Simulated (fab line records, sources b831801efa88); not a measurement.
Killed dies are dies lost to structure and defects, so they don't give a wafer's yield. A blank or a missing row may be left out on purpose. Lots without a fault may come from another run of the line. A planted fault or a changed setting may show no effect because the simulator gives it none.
Chamber matching | flow sky130 | SKY_LI_CONTACT_HDPCVD_00 on hdpcvd-02: 3 sister chambers
The step deposits PSG, target thk 930 nm, time 155 s. 3 wafers are shown with their chamber, then 7 later ones without.

WAFERS WITH THEIR CHAMBER
wafer  | chamber | run_length_s (s)
L537.1 | 2       | 184.0
L537.2 | 0       | 183.6
L537.3 | 1       | 183.5

WAFERS WITHOUT THEIR CHAMBER
wafer  | run_length_s (s)
L541.3 | 184.6
L541.4 | 183.9
L541.6 | 183.8
L543.5 | 183.4
L543.6 | 184.9
L545.1 | 184.2
L545.4 | 183.4

WHICH CHAMBER EACH WENT THROUGH
wafer  | from the rows above          | in truth
L541.3 | can't be placed: 2 or 0 or 1 | 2
L541.4 | can't be placed: 2 or 0 or 1 | 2
L541.6 | can't be placed: 2 or 0 or 1 | 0
L543.5 | can't be placed: 1 or 0 or 2 | 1
L543.6 | can't be placed: 2 or 0 or 1 | 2
L545.1 | can't be placed: 2 or 0 or 1 | 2
L545.4 | can't be placed: 1 or 0 or 2 | 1
Placed correctly: 0 of 7. Can't be placed from these rows: 7 (the true chamber is among the candidates in 7). Placed wrongly: 0.
How it was worked out, from the rows above alone: a wafer's distance from a chamber is the root of the sum, over the readings, of the square of ((its reading less the chamber's mean) divided by the reading's scatter). The wafer belongs to the nearest chamber; if the next one is less than 2 further off, it can't be placed. A chamber's mean is the mean of its shown wafers. The scatter: with one shown wafer a chamber, the root of the mean of the squares of how far each hidden wafer lies from its nearest shown one.
